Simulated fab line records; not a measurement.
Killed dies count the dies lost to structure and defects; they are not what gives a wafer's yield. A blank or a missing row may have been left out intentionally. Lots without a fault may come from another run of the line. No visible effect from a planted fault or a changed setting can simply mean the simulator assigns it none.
Matching of chambers + flow gf180mcu + 4 sister chambers for GF_V4_ETCH_16 on rieDiel-02
The step etches BARC in N2/H2. 16 wafers are shown with their chamber, then 8 later ones without.

== WAFERS WITH THEIR CHAMBER ==
| wafer  | chamber | drypumpMotorCurrentA (A) | throttleValvePct (%) | oesProductAu (a.u.) |
|--------|---------|--------------------------|----------------------|---------------------|
| L074.2 | 2       | 5.4                      | 13.216               | 0.850               |
| L074.4 | 0       | 5.4                      | 13.226               | 0.858               |
| L074.5 | 2       | 5.4                      | 13.228               | 0.854               |
| L081.1 | 0       | 5.4                      | 13.230               | 0.858               |
| L081.4 | 1       | 6.1                      | 13.226               | 0.856               |
| L081.5 | 3       | 5.8                      | 13.219               | 0.853               |
| L083.1 | 0       | 5.4                      | 13.213               | 0.848               |
| L083.2 | 1       | 6.1                      | 13.226               | 0.859               |
| L083.5 | 3       | 5.8                      | 13.223               | 0.854               |
| L088.2 | 0       | 5.5                      | 13.223               | 0.851               |
| L088.4 | 2       | 5.4                      | 13.226               | 0.854               |
| L088.5 | 1       | 6.1                      | 13.224               | 0.853               |
| L089.1 | 3       | 5.8                      | 13.208               | 0.855               |
| L089.2 | 1       | 6.1                      | 13.216               | 0.852               |
| L089.3 | 2       | 5.4                      | 13.235               | 0.866               |
| L089.4 | 0       | 5.4                      | 13.211               | 0.859               |

SIGNATURES, as means of the wafers listed above
| reading              | chamber 0 | chamber 1 | chamber 2 | chamber 3 | scatter within a chamber |
|----------------------|-----------|-----------|-----------|-----------|--------------------------|
| drypumpMotorCurrentA | 5.420     | 6.100     | 5.400     | 5.800     | 0.0258                   |
| throttleValvePct     | 13.22060  | 13.22300  | 13.22625  | 13.21667  | 0.00734                  |
| oesProductAu         | 0.85480   | 0.85500   | 0.85600   | 0.85400   | 0.00479                  |
Rule: a wafer's distance from a chamber is the root of the sum, over the readings, of the square of ((its reading less the chamber's mean) divided by the reading's scatter). If the next closest chamber is less than 2 further off than the closest, the wafer can't be placed; otherwise it belongs to the closest. The scatter: take each reading less its chamber's mean, square it, sum over the shown wafers, divide by the number of wafers less the number of chambers, and take the root.

== WAFERS MISSING THEIR CHAMBER ==
| wafer  | drypumpMotorCurrentA (A) | throttleValvePct (%) | oesProductAu (a.u.) |
|--------|--------------------------|----------------------|---------------------|
| L089.5 | 5.8                      | 13.218               | 0.858               |
| L089.6 | 5.5                      | 13.235               | 0.855               |
| L092.1 | 5.5                      | 13.211               | 0.863               |
| L092.4 | 5.8                      | 13.221               | 0.858               |
| L092.5 | 5.4                      | 13.233               | 0.864               |
| L097.3 | 5.5                      | 13.230               | 0.859               |
| L097.5 | 5.8                      | 13.235               | 0.851               |
| L097.6 | 5.4                      | 13.209               | 0.851               |

== EACH ONE'S CHAMBER ==
| wafer  | from the rows above     | in truth |
|--------|-------------------------|----------|
| L089.5 | 3                       | 3        |
| L089.6 | can't be placed: 0 or 2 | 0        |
| L092.1 | can't be placed: 0 or 2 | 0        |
| L092.4 | 3                       | 3        |
| L092.5 | can't be placed: 2 or 0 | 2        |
| L097.3 | can't be placed: 0 or 2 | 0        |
| L097.5 | 3                       | 3        |
| L097.6 | can't be placed: 0 or 2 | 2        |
Placed correctly: 3 of 8. Unplaceable from these rows: 5, with the true chamber sitting among the candidates in 5. Number placed wrongly: 0.
